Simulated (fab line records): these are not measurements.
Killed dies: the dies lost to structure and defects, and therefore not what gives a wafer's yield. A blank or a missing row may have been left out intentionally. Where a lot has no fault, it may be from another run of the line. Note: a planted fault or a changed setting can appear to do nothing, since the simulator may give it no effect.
Which of the tools did it? | flow sky130 | 11 lots with 33 wafers sampled at 4 steps, on a route of 708 steps

## WHAT THE GAUGES READ, wafer by wafer
Not one reading of a measure or inspect step in the record can be checked against a usual standard deviation.

## TOOL THAT RAN EACH LOT (tool first, then ch and the chambers of the sampled wafers, then the start)
lot  | SKY_METAL2_ETCH_18                | SKY_VIA2_CMP_02               | SKY_METAL3_SPUTTER_00        | SKY_METAL3_METAL_ETCH_18
L458 | rie metal-03 ch 0,1, day 35 01:31 | cmp-02 ch 0,2,3, day 35 02:30 | pvd sputter-03, day 36 06:34 | rie metal-03 ch 0, day 38 10:12
L459 | rie metal-02 ch 0,1, day 35 15:31 | cmp-01 ch 1,2, day 35 16:34   | pvd sputter-04, day 36 20:11 | rie metal-01 ch 0,1, day 38 22:55
L460 | rie metal-04 ch 0,1, day 35 19:41 | cmp-01 ch 0,1, day 35 20:37   | pvd sputter-03, day 37 00:15 | rie metal-02 ch 0,1, day 39 03:59
L461 | rie metal-02 ch 0, day 35 20:59   | cmp-02 ch 0,1,3, day 35 22:07 | pvd sputter-01, day 37 01:06 | rie metal-03 ch 1, day 39 05:23
L462 | rie metal-04 ch 0,1, day 36 17:17 | cmp-02 ch 0,3, day 36 18:18   | pvd sputter-03, day 37 21:04 | rie metal-03 ch 0, day 40 00:47
L463 | rie metal-04 ch 0,1, day 36 20:31 | cmp-02 ch 0,2,3, day 36 21:30 | pvd sputter-03, day 38 00:14 | rie metal-02 ch 0,1, day 40 04:02
L464 | rie metal-03 ch 0,1, day 37 03:26 | cmp-01 ch 0,2, day 37 04:21   | pvd sputter-03, day 38 07:32 | rie metal-03 ch 0, day 40 09:46
L465 | rie metal-04 ch 0,1, day 37 15:50 | cmp-02 ch 1,3, day 37 16:48   | pvd sputter-01, day 38 19:28 | rie metal-02 ch 0,1, day 40 22:09
L469 | rie metal-04 ch 0,1, day 38 14:23 | cmp-02 ch 0,2,3, day 38 15:22 | pvd sputter-04, day 39 18:21 | rie metal-01 ch 0,1, day 41 20:15
L471 | rie metal-02 ch 0,1, day 39 05:40 | cmp-01 ch 0,1,3, day 39 06:40 | pvd sputter-04, day 40 08:56 | rie metal-02 ch 0,1, day 42 09:45
L481 | rie metal-04 ch 0, day 42 14:25   | cmp-02 ch 1,2,3, day 42 15:32 | pvd sputter-01, day 43 16:07 | rie metal-03 ch 0,1, day 45 12:27
- SKY_METAL2_ETCH_18: etches BARC in N2/H2, stops on SiO2, time 45.9 s, target depth 60 nm.
- SKY_VIA2_CMP_02: polishes SiO2.
- SKY_METAL3_SPUTTER_00: material Ti, target thk 15 nm, time 10 s.
- SKY_METAL3_METAL_ETCH_18: etches the open film in Cl2/BCl3, stops on SiO2, target depth 845 nm, time 183.1 s.

## AS READ BY THE TOOLS THEMSELVES (means over the sampled wafers that have a number; for cases with no such wafer, the mark the record gives instead)
SKY_METAL2_ETCH_18.
lot  | tool         | bias w (W) | drypump motor current A (A) | oes product au (a.u.) | throttle valve pct (%)
L458 | rie metal-03 | 100.0      | 6.05                        | 0.852                 | 13.229
L459 | rie metal-02 | 100.2      | 5.59                        | 0.858                 | 13.236
L460 | rie metal-04 | 100.0      | 5.81                        | 0.852                 | 13.225
L461 | rie metal-02 | 100.0      | 5.50                        | 0.856                 | 13.229
L462 | rie metal-04 | 99.9       | 5.69                        | 0.853                 | 13.227
L463 | rie metal-04 | 99.9       | 5.68                        | 0.857                 | 13.227
L464 | rie metal-03 | 100.1      | 6.05                        | 0.852                 | 13.220
L465 | rie metal-04 | 100.1      | 5.69                        | 0.855                 | 13.223
L469 | rie metal-04 | 98.5       | 5.70                        | 0.854                 | 13.223
L471 | rie metal-02 | 100.1      | 5.63                        | 0.854                 | 13.221
L481 | rie metal-04 | 100.1      | 5.57                        | 0.853                 | 13.230

SKY_VIA2_CMP_02.
lot  | tool   | motor current A (A)
L458 | cmp-02 | 12.1
L459 | cmp-01 | 10.2
L460 | cmp-01 | 12.1
L461 | cmp-02 | 12.5
L462 | cmp-02 | 13.2
L463 | cmp-02 | 11.7
L464 | cmp-01 | 10.9
L465 | cmp-02 | 13.1
L469 | cmp-02 | 12.0
L471 | cmp-01 | 11.3
L481 | cmp-02 | 12.2

SKY_METAL3_SPUTTER_00.
lot  | tool           | throttle valve pct (%)
L458 | pvd sputter-03 | 30.5
L459 | pvd sputter-04 | 30.4
L460 | pvd sputter-03 | 30.4
L461 | pvd sputter-01 | 29.8
L462 | pvd sputter-03 | 30.5
L463 | pvd sputter-03 | 30.5
L464 | pvd sputter-03 | 30.2
L465 | pvd sputter-01 | 29.2
L469 | pvd sputter-04 | 30.4
L471 | pvd sputter-04 | 29.4
L481 | pvd sputter-01 | 28.6

SKY_METAL3_METAL_ETCH_18.
lot  | tool         | bias w (W) | drypump motor current A (A) | oes product au (a.u.) | throttle valve pct (%)
L458 | rie metal-03 | 48.45      | 6.09                        | 0.886                 | 22.277
L459 | rie metal-01 | 48.51      | 5.57                        | 0.892                 | 22.273
L460 | rie metal-02 | 48.61      | 5.56                        | 0.887                 | 22.269
L461 | rie metal-03 | 48.38      | 6.00                        | 0.887                 | 22.266
L462 | rie metal-03 | 48.48      | 6.07                        | 0.891                 | 22.266
L463 | rie metal-02 | 48.51      | 5.55                        | 0.880                 | 22.263
L464 | rie metal-03 | 48.37      | 6.06                        | 0.883                 | 22.256
L465 | rie metal-02 | 48.42      | 5.55                        | 0.888                 | 22.268
L469 | rie metal-01 | 48.55      | 5.56                        | 0.882                 | 22.268
L471 | rie metal-02 | 48.40      | 5.55                        | 0.873                 | 22.265
L481 | rie metal-03 | 48.62      | 6.04                        | 0.880                 | 22.264

## THE ANSWER, worked out from the rows above alone
Rule: the lots themselves supply what counts as usual. The widest of any qualifying gaps counts: lots, ordered by their means at a reading, are off when they make up no more than a third of the lots, leave a main group of 4 or more, and stand apart from it by 3 or more times the standard deviation of that group's means. A main group whose means are all the same, to the digits that the tables above print for the reading, isn't used. A lot without any number at a reading at which 4 lots or more have one is off too. All remaining lots with rows at the step are treated as sound. After the gauges, taken in route order, come the tools' own readings; for these a lot's mean is taken, as printed above. The first step at which some lot is off is used, and at that step the reading that is off furthest; a lot without a number counts as furthest.
Off: L469, at SKY_METAL2_ETCH_18 (bias w). The main group has a mean of 100.0 W with a standard deviation of 0.092.
If a tool, at that step or one of the process steps before it, ran each lot that is off and ran no sound lot following the first of them, it fits. Not one of the candidates tried fits.

## WHAT HAD BEEN PUT IN BY THE SIMULATOR
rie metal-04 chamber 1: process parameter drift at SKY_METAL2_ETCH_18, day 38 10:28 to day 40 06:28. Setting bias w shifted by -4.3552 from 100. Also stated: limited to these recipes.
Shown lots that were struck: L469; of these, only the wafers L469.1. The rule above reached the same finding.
